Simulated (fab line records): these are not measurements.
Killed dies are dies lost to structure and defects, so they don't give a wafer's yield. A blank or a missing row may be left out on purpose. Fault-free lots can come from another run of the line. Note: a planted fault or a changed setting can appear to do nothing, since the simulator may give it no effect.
A struck lot beside a sound one -- flow sky130 -- 15 out of 708 route steps
Sound: wafers L345.1, L345.2, L345.4. Struck: wafers L346.1, L346.4, L346.5. At the end, the cause is stated.
Each step with rows lists, per side, the tool, then ch with its chambers, then its first start. Under that, the readings that differ: sound wafers -- struck wafers -- difference of the means -- sigmas: that difference in standard deviations of wafers without a fault.
alike: a reading whose means differ by less than 2 such deviations, as well as words and numbers matching on both sides. not compared: withheld readings; readings where some wafer has no value; bounds like >300 that might hide an equal value; numbers whose values overlap and for which the record gives no deviation.
A row with sigmas, a row that says differs or no value, or rows on one side alone: a step with any of these is where the two part. When numbers do not overlap yet have no deviation, they are printed without sigmas and do not part them. A reading that every wafer of one side lacks parts them only if that side has two wafers or more.

SKY_METAL4_ETCH_16: etches BARC in N2/H2, stops on SiO2, time 88.2 s, target depth 60 nm.
  sound on rieMetal-02 ch 0,1, day 44 06:02; struck on rieMetal-01 ch 0,1, day 44 18:17
  alike: drypumpMotorCurrentA, oesProductAu, throttleValvePct
  not compared: rfHoursCounterH
SKY_METAL4_ETCH_17: etches SiO2 in C4F8/O2/Ar, stops on TiN, time 3.9 s, target depth 15 nm.
  sound on rieDiel-03 ch 1,2,3, day 44 06:08; struck on rieDiel-03 ch 0,1,2, day 44 18:23
  alike: oesProductAu
  not compared: rfHoursCounterH
SKY_METAL4_METAL_ETCH_18: etches the open film in Cl2/BCl3, stops on SiO2, target depth 845 nm, time 183.1 s.
  sound on rieMetal-04 ch 0,1, day 44 06:09; struck on rieMetal-02 ch 0,1, day 44 18:24
  alike: drypumpMotorCurrentA, oesProductAu, throttleValvePct
  not compared: rfHoursCounterH
SKY_METAL4_STRIP_19: strips in O2/N2.
  sound on plasmaAsher-01 ch 0,1, day 44 06:20; struck on plasmaAsher-01 ch 0,1, day 44 18:35
  alike: drypumpMotorCurrentA, oesProductAu, stripTimeToEndpointS
  not compared: rfHoursCounterH
then, 4 steps without rows for these wafers: SKY_METAL4_STRIP_20 (strips in post etch residue remover, time 1200 s); SKY_METAL4_CLEAN_21 (cleans in IPA, time 180 s); SKY_METAL4_CLEAN_22 (cleans in O3/DIW); SKY_VIA4_HDPCVD_00 (deposits SiO2, target thk 1750 nm, time 291.7 s).
SKY_VIA4_THK_MEAS_01:
  struck on filmMetro-02, day 44 19:21; sound on filmMetro-03, day 44 07:16
  alike: VIA4_HDPCVD_THK
SKY_VIA4_CMP_02: polishes SiO2.
  sound on cmp-01 ch 0,2,3, day 44 07:19; struck on cmp-02 ch 1,3, day 44 19:25
  alike: motorCurrentA
SKY_VIA4_BOW_MEAS_03:
  struck on filmMetro-02, day 44 19:43; sound on filmMetro-03, day 44 07:37
  alike: VIA4_BOW
then, 1 step without rows for these wafers: SKY_VIA4_DEHYDRATE_04 (time 60 s).
SKY_VIA4_HMDS_05: prime time 60 s.
  sound on lithoTrack-01 ch 0, day 44 17:18; struck on lithoTrack-02 ch 0, day 45 06:29
reading,sound,struck,difference,sigmas
primeTempC (C),119.77 120.16 119.92,116.80 117.00 117.14,-2.97,-20
  alike: chillPlateTempC
then, 1 step without rows for these wafers: SKY_VIA4_COAT_06 (resist thk 1140 nm).
-- the record jumps here: 3 days lie between the struck wafers' starts before and after (it left off in module VIA4 and takes up again in module PAD_OPEN, whose first step shown is number 708 of the route) --
SKY_PAD_OPEN_PROBE_99:
  struck on prober-02, day 48 09:25; sound on prober-01, day 47 22:35
reading,sound,struck,difference,sigmas
sort_bin_5_function (%),12.6 13.6 11.4,10.6 9.6 8.5,-3.0,-2
  alike: defectLimitedYield, killed_at_M0_to_M3, killed_at_M4_up, killedAtContacts, killedAtFrontEnd, killedAtOther, killedDies, killedOpen, killedShort, sort_bin_3_pad_short, sort_bin_6_memory, sortNPass, sortYieldPct

## WHERE THEY PART
First at SKY_VIA4_HMDS_05; last, within this record, at SKY_PAD_OPEN_PROBE_99.

WHY: what had been put in by the simulator
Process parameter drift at SKY_VIA4_HMDS_05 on lithoTrack-02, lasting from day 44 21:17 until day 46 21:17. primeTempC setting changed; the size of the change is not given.
